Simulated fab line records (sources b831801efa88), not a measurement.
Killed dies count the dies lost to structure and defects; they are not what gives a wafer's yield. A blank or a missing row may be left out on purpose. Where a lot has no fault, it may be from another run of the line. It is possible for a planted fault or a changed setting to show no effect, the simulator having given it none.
Problem report, 8D (eight disciplines) form, completed by code | flow sky130 | the parts of the form that need people (team, actions taken, sign-off) are left out

== 1. WHAT WENT WRONG ==
METAL1_ALCU_RS at SKY_METAL1_RS_MEAS_05 reads a mean of 0.1179 ohm/sq on 1 wafer of 1 lot; wafers without a fault read 0.1265 ohm/sq with a standard deviation of 0.0012. Measured from the usual mean, that is -7.2 standard deviations.
The step: measures by four-point-probe.
First seen on wafer L872.1, day 35 06:52, on film-metro-04. The record has a number at this step for 30 wafers belonging to 10 lots. Rule for "out", or "out of limits": more than 4 standard deviations from the usual mean. The other wafers with a number count as sound.

== 2. WHAT IT IS, AND WHAT IT ISN'T ==
question                    | is                | is not
which readings at this step | METAL1_ALCU_RS    | -
which lots                  | L872              | L864, L867, L875, L880, L881, L882, L883, L884, L885
which wafers of those lots  | L872.1            | L872.2, L872.5
read on which gauges        | film-metro-04     | film-metro-01, film-metro-02
when                        | from day 35 06:52 | up to then (8 sound wafers); but 21 sound wafers of L875, L880, L881, L882, L883, L884, L885 came after

== 3. THE SUSPECTS, EACH WITH WHAT RULES IT OUT ==
Counting: any tool at a process step up to the reading remains a suspect provided it ran every lot that is out. Sound lots after the first of them don't rule it out here, since some wafers of a struck lot are sound.
- the gauge at SKY_METAL1_RS_MEAS_05: kept. All the wafers that are out were read on film-metro-04, and no step on other tools shows them out.
- plasma-asher-02 at SKY_LDD_HVP_STRIP_09 (strips in O2/N2): kept. It ran the lot that is out, L872 (day 25 09:55).
- cvd-w-02 at SKY_LI_CONTACT_CVD_21 (deposits W, target thk 400 nm, time 120.56 s): kept. L872, the lot that is out, went through it at day 32 21:39; up to then, the latest sound lot through it was L867 at day 30 21:29.
- pvd-sputter-01 at SKY_METAL1_SPUTTER_02 (material AlCu, target thk 250 nm, time 13.3 s): kept. L872, the lot that is out, went through it at day 35 06:46; up to then, the latest sound lot through it was L867 at day 33 07:58.
- pvd-sputter-01 at SKY_METAL1_SPUTTER_03 (material Ti, target thk 5 nm, time 3.3 s): kept. L872, the lot that is out, went through it at day 35 06:47; up to then, the latest sound lot through it was L867 at day 33 07:59.
- The sound lot-mates ran in chamber 1 of plasma-asher-02 at SKY_LDD_HVP_STRIP_09, but the wafers that are out ran in chamber 0.
- The sound lot-mates ran in chamber 0 of cvd-w-02 at SKY_LI_CONTACT_CVD_21, but the wafers that are out ran in chamber 1.
Left after counting: plasma-asher-02 at SKY_LDD_HVP_STRIP_09, cvd-w-02 at SKY_LI_CONTACT_CVD_21, pvd-sputter-01 at SKY_METAL1_SPUTTER_02, pvd-sputter-01 at SKY_METAL1_SPUTTER_03, film-metro-04 at SKY_METAL1_RS_MEAS_05.

== 4. THE CAUSE (what the simulator had put in) ==
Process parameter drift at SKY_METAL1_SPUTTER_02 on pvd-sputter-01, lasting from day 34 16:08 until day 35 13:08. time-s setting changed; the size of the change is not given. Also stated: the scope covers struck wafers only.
Counting leaves 5 suspects; this tool is one of them.

== 5. SEQUENCE OF EFFECTS, ordered by route ==
Each row: a reading whose mean over the struck wafers that have a number lies more than 3 standard deviations from the usual. Scope: only readings with a usual standard deviation given in the record; hours: median across lots of the time from each lot's start at the first step in this table that gives one to its start at this step; sigmas: change in usual standard deviations.
hours | step                   | reading         | usual         | on struck wafers | change  | sigmas
0     | SKY_METAL1_RS_MEAS_05  | METAL1_ALCU_RS  | 0.1265 ohm/sq | 0.1179           | -0.0086 | -7.2
0     | SKY_METAL1_THK_MEAS_06 | METAL1_ALCU_THK | 247 nm        | 263              | +16     | +5.3

== 6. WHAT WOULD HAVE CAUGHT IT SOONER ==
15 hours passed between the start of the fault at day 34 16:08 and the first reading out of limits at a measuring or inspecting step in this record, taken at day 35 06:52.
No tool reading at SKY_METAL1_SPUTTER_02 that has a usual standard deviation in the record was out on any struck wafer, so an alarm limit of 4 standard deviations on those readings would not have fired.
Each of the lots that are out, 1 in all, had begun SKY_METAL1_SPUTTER_02 on pvd-sputter-01 no later than day 35 06:52. A hold on the tool at that time would have spared none of them.
